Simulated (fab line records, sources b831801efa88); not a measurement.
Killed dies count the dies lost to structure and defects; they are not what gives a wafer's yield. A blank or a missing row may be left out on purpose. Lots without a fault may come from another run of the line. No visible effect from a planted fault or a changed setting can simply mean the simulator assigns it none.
fab line records	flow gf180mcu
record lots=6	wafers=18	lastDay=34
route steps=602 shown V4@500 MIM@503 M5@526
lots untouched by any fault: they come from a run of this same line in which no faults occurred
startH: hours from the record's first day to the start of the lot's first wafer shown	waitH: hours elapsed since this lot's preceding step	" same as the row above	L1.1+2: a single row standing in for several wafers	- value missing, or start not given	* or withheld: withheld	< > ~ a bound
route shown NAME@n: a module of which the file shows steps, and the number in the route of the first	usual: mean/standard deviation of fault-free wafers	same: alike in all rows	chamber/n: place in a boat	sites: readings site by site	_std_site: standard deviation across them	_edge_site: the outer-site mean with the inner-site mean subtracted	radiusMm: how far each site lies from the wafer's centre	mask NAME#n: copy n	behind: the tool/chamber that last shaped the wafer	hold: why the lot went on hold/how many hours it stayed there/how the hold came to an end	device: the n, p or np transistor that did not switch	end of line: the route-end tests of the same wafers	a step without rows: its recipe alone	killed: count of dies lost to structure and defects at first sort (not the wafer's yield)	map: a wafer's dies, marking killed ones x, the rest . and places with no die _
set.NAME: the setting that was run; set.NAME@STEP: the one run at that earlier step	model.NAME: the simulator's own value behind a step, which no gauge read
lots at some steps of the route; a table a step, a row a wafer
services: from which hour (startH, from the record's first day; less than 0 if before it) a tool's chamber was out of use, for how many hours, and why
## steps
# step GF_V4_RS_MEAS_24
# recipe thkMeasGauge=four-point-probe	reads=W_of_V4_CVD_23+TiN_of_V4_SPUTTER_22+Ti_of_V4_SPUTTER_21
# usual V4_W_RS=0.327/0.0036
lot.wafer	tool	chamber	startH	waitH	V4_W_RS[ohm/sq]
L588.1	filmMetro-04	-	619.94	0.1	0.332
L588.2	"	-	"	"	0.330
L588.5	"	-	"	"	0.328
L591.2	filmMetro-03	-	643.47	0.2	0.322
L591.5	"	-	"	"	0.321
L591.6	"	-	"	"	0.323
L596.1	filmMetro-04	-	677.81	0.1	0.330
L596.3	"	-	"	"	0.327
L596.6	"	-	"	"	0.326
L597.2	filmMetro-01	-	684.69	0.1	0.325
L597.5	"	-	"	"	0.331
L597.6	"	-	"	"	0.325
L602.2	filmMetro-03	-	716.93	0.1	0.326
L602.4	"	-	"	"	0.331
L602.5	"	-	"	"	0.328
L604.3	filmMetro-01	-	730.43	0.1	0.329
L604.4	"	-	"	"	0.327
L604.6	"	-	"	"	0.327
# step GF_V4_THK_MEAS_25
# recipe thkMeasGauge=xrf	reads=W_of_V4_CVD_23
# usual V4_W_THK=365/7.6
lot.wafer	tool	chamber	startH	waitH	V4_W_THK[nm]
L588.1	filmMetro-04	-	620.06	0.1	361
L588.2	"	-	"	"	364
L588.5	"	-	"	"	367
L591.2	filmMetro-03	-	643.58	0.1	381
L591.5	"	-	"	"	382
L591.6	"	-	"	"	379
L596.1	filmMetro-04	-	677.93	0.1	359
L596.3	"	-	"	"	364
L596.6	"	-	"	"	366
L597.2	filmMetro-01	-	684.80	0.1	360
L597.5	"	-	"	"	356
L597.6	"	-	"	"	359
L602.2	filmMetro-03	-	717.04	0.1	372
L602.4	"	-	"	"	369
L602.5	"	-	"	"	371
L604.3	filmMetro-01	-	730.53	0.1	356
L604.4	"	-	"	"	359
L604.6	"	-	"	"	356
# step GF_V4_CMP_26
# recipe stopOn=SiO2	downForcePsi=3.5	platenRpm=60	tOverpolishS=15	targetThkNm=0	padVelocityMS=0.94248
# step GF_MIM_SPUTTER_00
# recipe material=Ti	targetThkNm=37.5	arrivingIonEnergyEv=80	substrateTempC=200	chamberPressurePa=2	powerW=4000	timeS=150
# step GF_MIM_SPUTTER_01
# recipe material=TiN	targetThkNm=30	powerW=6500	timeS=25	chamberPressurePa=0.4
# step GF_MIM_SPUTTER_02
# recipe material=AlCu	targetThkNm=450	powerW=10600	timeS=23.9	chamberPressurePa=0.4
# usual throttleValvePct=30.0/0.54
# same timeS=23.9
lot.wafer	tool	chamber	startH	waitH	throttleValvePct
L588.1	pvdSputter-04	-	620.55	0.0	30.1
L588.2	"	-	"	"	30.8
L588.5	"	-	"	"	29.8
L591.2	pvdSputter-03	-	644.06	0.0	29.8
L591.5	"	-	"	"	31.0
L591.6	"	-	"	"	29.5
L596.1	pvdSputter-04	-	678.42	0.0	30.1
L596.3	"	-	"	"	29.6
L596.6	"	-	"	"	30.8
L597.2	pvdSputter-04	-	685.28	0.0	31.1
L597.5	"	-	"	"	30.8
L597.6	"	-	"	"	29.6
L602.2	pvdSputter-01	-	717.52	0.0	29.4
L602.4	"	-	"	"	29.6
L602.5	"	-	"	"	29.8
L604.3	pvdSputter-01	-	731.00	0.0	29.7
L604.4	"	-	"	"	29.9
L604.6	"	-	"	"	29.4
# step GF_MIM_SPUTTER_03
# recipe material=Ti	targetThkNm=10	substrateTempC=300	chamberPressurePa=0.3	powerW=3000	timeS=6.7
# step GF_MIM_SPUTTER_04
# recipe material=TiN	targetThkNm=50	powerW=6500	timeS=41.7	chamberPressurePa=0.4
# step GF_MIM_CVD_05
# recipe material=Si3N4	targetThkNm=42	tempMaxC=400	tempC=385	timeS=29.086	rfW=450
# usual heaterPowerW=634/93
# same timeS=29.086
lot.wafer	tool	chamber	startH	waitH	heaterPowerW	sinceWetCleanH
L588.1	pecvd-01	0	620.64	0.0	675	16
L588.2	"	1	"	"	545	16
L588.5	"	2	"	"	554	-
L591.2	pecvd-04	1	644.15	0.0	794	470
L591.5	"	0	"	"	658	-
L591.6	"	2	"	"	477	-
L596.1	pecvd-01	1	678.51	0.0	568	73
L596.3	"	0	"	"	691	73
L596.6	"	2	"	"	585	-
L597.2	pecvd-04	0	685.37	0.0	788	511
L597.5	"	1	"	"	707	-
L597.6	"	2	"	"	473	-
L602.2	pecvd-04	2	717.61	0.0	565	543
L602.4	"	1	"	"	780	-
L602.5	"	2	"	"	576	-
L604.3	pecvd-02	0	731.09	0.0	636	765
L604.4	"	0	"	"	659	-
L604.6	"	2	"	"	736	-
# step GF_MIM_THK_MEAS_06
# recipe reads=Si3N4_of_MIM_CVD_05
# usual MIM_CVD_05_THK=41.9/0.65
lot.wafer	tool	chamber	startH	waitH	MIM_CVD_05_THK[nm]
L588.1	filmMetro-04	-	620.67	0.0	42.6
L588.2	"	-	"	"	42.4
L588.5	"	-	"	"	42.6
L591.2	filmMetro-04	-	644.19	0.0	40.8
L591.5	"	-	"	"	40.9
L591.6	"	-	"	"	41.7
L596.1	filmMetro-04	-	678.55	0.0	41.4
L596.3	"	-	"	"	42.0
L596.6	"	-	"	"	42.5
L597.2	filmMetro-01	-	685.41	0.0	40.8
L597.5	"	-	"	"	41.9
L597.6	"	-	"	"	42.6
L602.2	filmMetro-01	-	717.65	0.0	42.2
L602.4	"	-	"	"	42.0
L602.5	"	-	"	"	42.7
L604.3	filmMetro-02	-	731.14	0.0	41.8
L604.4	"	-	"	"	41.6
L604.6	"	-	"	"	42.4
# step GF_MIM_SPUTTER_07
# recipe material=TiN	targetThkNm=60	powerW=6500	timeS=50	chamberPressurePa=0.4
# usual throttleValvePct=30.0/0.6
# same timeS=50
lot.wafer	tool	chamber	startH	waitH	throttleValvePct
L588.1	pvdSputter-01	-	620.73	0.1	29.9
L588.2	"	-	"	"	30.3
L588.5	"	-	"	"	30.2
L591.2	pvdSputter-04	-	644.24	0.0	29.8
L591.5	"	-	"	"	30.1
L591.6	"	-	"	"	29.6
L596.1	pvdSputter-01	-	678.61	0.1	30.0
L596.3	"	-	"	"	29.7
L596.6	"	-	"	"	30.2
L597.2	pvdSputter-01	-	685.46	0.0	29.6
L597.5	"	-	"	"	29.3
L597.6	"	-	"	"	29.6
L602.2	pvdSputter-03	-	717.70	0.0	29.0
L602.4	"	-	"	"	29.0
L602.5	"	-	"	"	31.4
L604.3	pvdSputter-03	-	731.18	0.0	31.3
L604.4	"	-	"	"	29.1
L604.6	"	-	"	"	29.8
# step GF_MIM_SPUTTER_08
# recipe material=AlCu	targetThkNm=200	powerW=10600	timeS=10.6	chamberPressurePa=0.4
# step GF_MIM_SPUTTER_09
# recipe material=TiN	targetThkNm=35	powerW=6500	timeS=29.2	chamberPressurePa=0.4
# usual throttleValvePct=30.0/0.6
lot.wafer	tool	chamber	startH	waitH	throttleValvePct	model.TiN_of_MIM_SPUTTER_09.thkNm
L588.1	pvdSputter-01	-	620.80	0.0	30.1	34.64
L588.2	"	-	"	"	30.2	34.74
L588.5	"	-	"	"	29.9	34.94
L591.2	pvdSputter-04	-	644.31	0.0	29.8	34.7
L591.5	"	-	"	"	30.1	34.73
L591.6	"	-	"	"	29.8	35.39
L596.1	pvdSputter-01	-	678.67	0.0	30.0	26.22
L596.3	"	-	"	"	29.6	27.02
L596.6	"	-	"	"	30.1	26.4
L597.2	pvdSputter-01	-	685.53	0.0	29.4	27.18
L597.5	"	-	"	"	29.6	26.86
L597.6	"	-	"	"	29.8	27.44
L602.2	pvdSputter-03	-	717.77	0.0	29.1	35.6
L602.4	"	-	"	"	29.0	35.08
L602.5	"	-	"	"	31.4	35.39
L604.3	pvdSputter-03	-	731.25	0.0	31.0	34.24
L604.4	"	-	"	"	29.0	34.59
L604.6	"	-	"	"	29.5	34.37
# step GF_MIM_RS_MEAS_10
# recipe thkMeasGauge=four-point-probe	reads=TiN_of_MIM_SPUTTER_09+AlCu_of_MIM_SPUTTER_08+TiN_of_MIM_SPUTTER_07
# usual MIM_ALCU_RS=0.1602/0.0016
lot.wafer	tool	chamber	startH	waitH	MIM_ALCU_RS[ohm/sq]
L588.1	filmMetro-01	-	620.83	0.0	0.1594
L588.2	"	-	"	"	0.1610
L588.5	"	-	"	"	0.1583
L591.2	filmMetro-02	-	644.36	0.0	0.1576
L591.5	"	-	"	"	0.1579
L591.6	"	-	"	"	0.1598
L596.1	filmMetro-01	-	678.71	0.0	0.1576
L596.3	"	-	"	"	0.1593
L596.6	"	-	"	"	0.1596
L597.2	filmMetro-01	-	685.58	0.0	0.1589
L597.5	"	-	"	"	0.1604
L597.6	"	-	"	"	0.1597
L602.2	filmMetro-01	-	717.82	0.0	0.1581
L602.4	"	-	"	"	0.1582
L602.5	"	-	"	"	0.1607
L604.3	filmMetro-01	-	731.32	0.1	0.1607
L604.4	"	-	"	"	0.1602
L604.6	"	-	"	"	0.1631
# step GF_MIM_THK_MEAS_11
# recipe thkMeasGauge=xrf	reads=AlCu_of_MIM_SPUTTER_08
# usual MIM_ALCU_THK=200.8/2.4
lot.wafer	tool	chamber	startH	waitH	MIM_ALCU_THK[nm]
L588.1	filmMetro-01	-	620.95	0.1	202.3
L588.2	"	-	"	"	198.2
L588.5	"	-	"	"	203.0
L591.2	filmMetro-02	-	644.47	0.1	205.4
L591.5	"	-	"	"	204.7
L591.6	"	-	"	"	202.8
L596.1	filmMetro-01	-	678.83	0.1	208.4
L596.3	"	-	"	"	206.1
L596.6	"	-	"	"	205.8
L597.2	filmMetro-01	-	685.69	0.1	205.4
L597.5	"	-	"	"	204.7
L597.6	"	-	"	"	204.6
L602.2	filmMetro-01	-	717.93	0.1	202.0
L602.4	"	-	"	"	203.2
L602.5	"	-	"	"	199.3
L604.3	filmMetro-01	-	731.42	0.1	200.0
L604.4	"	-	"	"	199.8
L604.6	"	-	"	"	194.8
# step GF_MIM_DEHYDRATE_12
# recipe tempC=200	timeS=60
# step GF_MIM_HMDS_13
# recipe primeTimeS=60	primeTempC=120
# step GF_MIM_COAT_14
# recipe resist=NOVOLAK	spinRpm=3000	resistThkNm=1000
# step GF_MIM_SOFTBAKE_15
# recipe tempC=90	timeS=60	resist=NOVOLAK
# step GF_MIM_EXPOSE_16
# recipe maskId=FuseTop	targetCdNm=2000	na=0.6	sourceShape=conventional	sigmaOuter=0.6	doseMj=138.5
# step GF_MIM_PEB_17
# recipe tempC=withheld	timeS=*	resist=NOVOLAK
# step GF_MIM_DEVELOP_18
# recipe developTimeS=60	devTempC=23
# step GF_MIM_METAL_ETCH_19
# recipe chemistry=Cl2/BCl3	maskMaterial=NOVOLAK	stopOn=Si3N4	targetDepthNm=324.5	pressureMtorr=8	icpW=800	biasW=140	Cl2_flow_sccm=80	bcl3FlowSccm=40	timeS=54.1
# usual bcl3FlowSccm=40.00/0.11	drypumpMotorCurrentA=5.5/0.42	oesProductAu=0.941/0.0059	throttleValvePct=28.284/0.0095
# same timeS=54.1
lot.wafer	tool	chamber	startH	waitH	bcl3FlowSccm	drypumpMotorCurrentA	oesProductAu	rfHoursCounterH	throttleValvePct
L588.1	rieMetal-01	1	641.36	0.1	40.14	6.4	0.942	10	28.286
L588.2	"	0	"	"	40.07	5.3	0.942	10	28.292
L588.5	"	0	"	"	40.07	5.3	0.943	-	28.271
L591.2	rieMetal-04	1	664.27	0.1	40.04	5.2	0.949	5	28.295
L591.5	"	0	"	"	39.95	5.6	0.946	-	28.279
L591.6	"	1	"	"	40.10	5.2	0.950	-	28.278
L596.1	rieMetal-04	0	698.41	0.1	40.21	5.6	0.933	8	28.284
L596.3	"	0	"	"	40.04	5.6	0.928	-	28.293
L596.6	"	0	"	"	40.18	5.6	0.923	-	28.285
L597.2	rieMetal-03	1	704.62	0.1	40.06	5.0	0.932	7	28.286
L597.5	"	1	"	"	40.05	5.0	0.923	-	28.296
L597.6	"	0	"	"	40.04	5.7	0.933	-	28.292
L602.2	rieMetal-03	1	735.11	0.1	39.93	5.0	0.947	8	28.275
L602.4	"	1	"	"	40.24	4.9	0.946	-	28.286
L602.5	"	1	"	"	40.06	4.9	0.935	-	28.301
L604.3	rieMetal-04	0	747.72	0.1	40.06	5.6	0.934	-	28.307
L604.4	"	1	"	"	39.91	5.2	0.937	-	28.284
L604.6	"	0	"	"	39.99	5.6	0.940	-	28.293
# step GF_MIM_STRIP_20
# recipe chemistry=O2/N2	powerW=1400	pressureMtorr=1500	platenTempC=250	o2FlowSccm=3000	n2FlowSccm=300	overashFraction=0.5
# step GF_MIM_STRIP_21
# recipe chemistry=postEtchResidueRemover	timeS=1200	tempC=72.5
# step GF_MIM_CLEAN_22
# recipe chemistry=DIW	dry=n2Spin
# step GF_M5_DEHYDRATE_00
# recipe tempC=200	timeS=60
# step GF_M5_HMDS_01
# recipe primeTimeS=60	primeTempC=120
# step GF_M5_COAT_02
# recipe resist=KrF	spinRpm=withheld	resistThkNm=1000
# step GF_M5_SOFTBAKE_03
# recipe tempC=130	timeS=60	resist=KrF
# step GF_M5_EXPOSE_04
# recipe maskId=Metal5	targetCdNm=280	na=0.68	sourceShape=conventional	sigmaOuter=0.6	doseMj=28
# step GF_M5_PEB_05
# recipe pebTempC=134.6	pebTimeS=90	resist=KrF
# step GF_M5_DEVELOP_06
# recipe developTimeS=60	devTempC=21
# step GF_M5_CD_MEAS_07
# recipe targetCdNm=280
# usual cdNm=279.8/1.2
lot.wafer	tool	chamber	startH	waitH	cdNm
L588.1	cdSem-02	-	661.82	0.1	281.1
L588.2	"	-	"	"	280.6
L588.5	"	-	"	"	280.7
L591.2	cdSem-02	-	683.99	0.1	279.6
L591.5	"	-	"	"	279.2
L591.6	"	-	"	"	279.5
L596.1	cdSem-02	-	716.50	0.1	279.5
L596.3	"	-	"	"	279.7
L596.6	"	-	"	"	281.2
L597.2	cdSem-02	-	722.74	0.1	281.5
L597.5	"	-	"	"	280.6
L597.6	"	-	"	"	280.8
L602.2	cdSem-01	-	751.97	0.1	278.4
L602.4	"	-	"	"	277.0
L602.5	"	-	"	"	279.5
L604.3	cdSem-01	-	764.31	0.1	280.4
L604.4	"	-	"	"	280.0
L604.6	"	-	"	"	280.7
# step GF_M5_OVL_MEAS_08
# usual M5_OVL=0/6.4
lot.wafer	tool	chamber	startH	waitH	M5_OVL[nm]
L588.1	overlay-02	-	661.94	0.1	9
L588.2	"	-	"	"	6
L588.5	"	-	"	"	7
L591.2	overlay-02	-	684.09	0.1	-7
L591.5	"	-	"	"	-4
L591.6	"	-	"	"	-9
L596.1	overlay-02	-	716.62	0.1	1
L596.3	"	-	"	"	3
L596.6	"	-	"	"	10
L597.2	overlay-02	-	722.84	0.1	9
L597.5	"	-	"	"	13
L597.6	"	-	"	"	10
L602.2	overlay-01	-	752.07	0.1	1
L602.4	"	-	"	"	-2
L602.5	"	-	"	"	6
L604.3	overlay-02	-	764.40	0.1	-8
L604.4	"	-	"	"	-6
L604.6	"	-	"	"	-10
# step GF_M5_ETCH_09
# recipe chemistry=CF4/O2	target=Si3N4	targetDepthNm=52	sourceW=800	biasW=150	pressureMtorr=150	cf4FlowSccm=80	O2_flow_sccm=10	timeS=11.6
# usual O2_flow_sccm=10.00/0.03	drypumpMotorCurrentA=5.6/0.49	oesProductAu=1.003/0.011	throttleValvePct=5.971/0.0098
# same timeS=11.6
lot.wafer	tool	chamber	startH	waitH	O2_flow_sccm	drypumpMotorCurrentA	oesProductAu	rfHoursCounterH	throttleValvePct
L588.1	rieDiel-02	2	661.98	0.0	10.00	6.4	1.013	2	5.979
L588.2	"	0	"	"	10.04	5.9	1.008	39	5.977
L588.5	"	3	"	"	10.01	5.4	1.003	-	5.952
L591.2	rieDiel-01	2	684.12	0.0	9.96	5.1	1.004	5	5.965
L591.5	"	2	"	"	9.97	5.1	1.002	-	5.961
L591.6	"	3	"	"	10.04	5.1	0.996	-	5.969
L596.1	rieDiel-04	2	716.65	0.0	10.00	6.2	1.001	7	5.971
L596.3	"	0	"	"	9.94	4.7	0.984	16	5.968
L596.6	"	1	"	"	10.00	5.3	1.004	-	5.976
L597.2	rieDiel-04	3	722.87	0.0	10.04	5.2	1.000	28	5.969
L597.5	"	1	"	"	9.99	5.3	1.009	-	5.977
L597.6	"	0	"	"	10.00	4.7	0.978	-	5.955
L602.2	rieDiel-01	2	752.10	0.0	10.03	5.2	1.002	9	5.973
L602.4	"	0	"	"	9.98	5.6	0.985	12	5.945
L602.5	"	3	"	"	10.01	5.1	1.002	-	5.973
L604.3	rieDiel-01	1	764.42	0.0	10.02	6.0	1.010	47	5.985
L604.4	"	0	"	"	9.97	5.6	0.979	12	5.956
L604.6	"	3	"	"	10.01	5.1	1.010	-	5.989
# step GF_M5_METAL_ETCH_10
# recipe chemistry=Cl2/BCl3	maskMaterial=KrF	targetDepthNm=627.5	stopOn=SiO2	pressureMtorr=8	icpW=800	biasW=140	Cl2_flow_sccm=80	bcl3FlowSccm=40	timeS=104.6
# step GF_M5_STRIP_11
# recipe chemistry=O2/N2	powerW=1400	pressureMtorr=1500	platenTempC=250	o2FlowSccm=3000	n2FlowSccm=300	overashFraction=0.5
# step GF_M5_STRIP_12
# recipe chemistry=postEtchResidueRemover	timeS=1200	tempC=72.5
# same timeS=1200
lot.wafer	tool	chamber	startH	waitH	model.TiN_of_MIM_SPUTTER_09.thkNm
L588.1	wetBench-01	0	662.22	0.1	33.8
L588.2	"	0	"	"	33.91
L588.5	"	0	"	"	34.11
L591.2	wetBench-02	2	684.47	0.1	33.85
L591.5	"	2	"	"	33.88
L591.6	"	2	"	"	34.54
L596.1	wetBench-01	0	716.89	0.1	25.37
L596.3	"	0	"	"	26.18
L596.6	"	0	"	"	25.55
L597.2	wetBench-03	1	723.11	0.1	26.34
L597.5	"	1	"	"	26.02
L597.6	"	1	"	"	26.61
L602.2	wetBench-02	3	752.45	0.1	34.76
L602.4	"	3	"	"	34.24
L602.5	"	3	"	"	34.55
L604.3	wetBench-03	1	764.66	0.0	33.4
L604.4	"	1	"	"	33.75
L604.6	"	1	"	"	33.53
# step GF_M5_CLEAN_13
# recipe chemistry=DIW	dry=n2Spin
## services
tool	chamber	startH	hours	kind
rieMetal-04	-	597.06	1.2	repair
rieMetal-03	-	597.51	0.6	repair
rieDiel-01	3	598.44	3.9	repair
rieDiel-02	-	603.31	14.6	pm
pecvd-02	2	605.59	8.6	repair
pecvd-04	-	607.37	5.0	repair
pecvd-02	2	637.14	11.8	repair
rieDiel-04	1	650.19	1.3	repair
rieDiel-02	0	653.78	5.0	repair
rieDiel-01	0	656.35	3.8	repair
rieMetal-04	0	658.37	2.4	repair
rieDiel-01	1	668.47	5.9	repair
rieDiel-04	1	669.58	12.9	repair
pecvd-01	-	674.59	2.8	pm
rieDiel-04	-	675.57	0.1	repair
rieMetal-01	0	680.83	45.6	repair
rieDiel-04	3	683.74	2.5	repair
pecvd-01	-	689.86	2.0	repair
pecvd-02	-	692.28	2.4	repair
pecvd-02	0	696.40	5.9	repair
wetBench-03	-	696.59	5.3	repair
rieMetal-04	1	696.82	2.1	repair
rieMetal-01	1	741.65	10.6	repair
rieMetal-03	-	753.23	2.8	pm
## key
firstSign step=GF_MIM_THK_MEAS_11	reading=MIM_ALCU_THK	direction=up	sigmas=2	usual=200.8	struck=205.8
effect none on later readings
modelEffect step=GF_MIM_SPUTTER_09	value=TiN_of_MIM_SPUTTER_09.thkNm	without=35.2	struck=26.85
modelEffect step=GF_M5_STRIP_12	value=TiN_of_MIM_SPUTTER_09.thkNm	without=34.36	struck=26.01
metAt GF_MIM_SPUTTER_09
struckWafers L596.1,L596.3,L596.6,L597.2,L597.5,L597.6
onsetBetween 620.80 678.67
alsoFits GF_MIM_SPUTTER_02:pvdSputter-04,GF_MIM_SPUTTER_07:pvdSputter-01
fault kind=processParameterDrift	tool=pvdSputter-01	chamber=-	onsetH=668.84	steps=GF_MIM_SPUTTER_09	channel=targetThkNm	offset=-8.3503	shape=step	endH=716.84	actsIn=theseRecipesOnly	stated=35
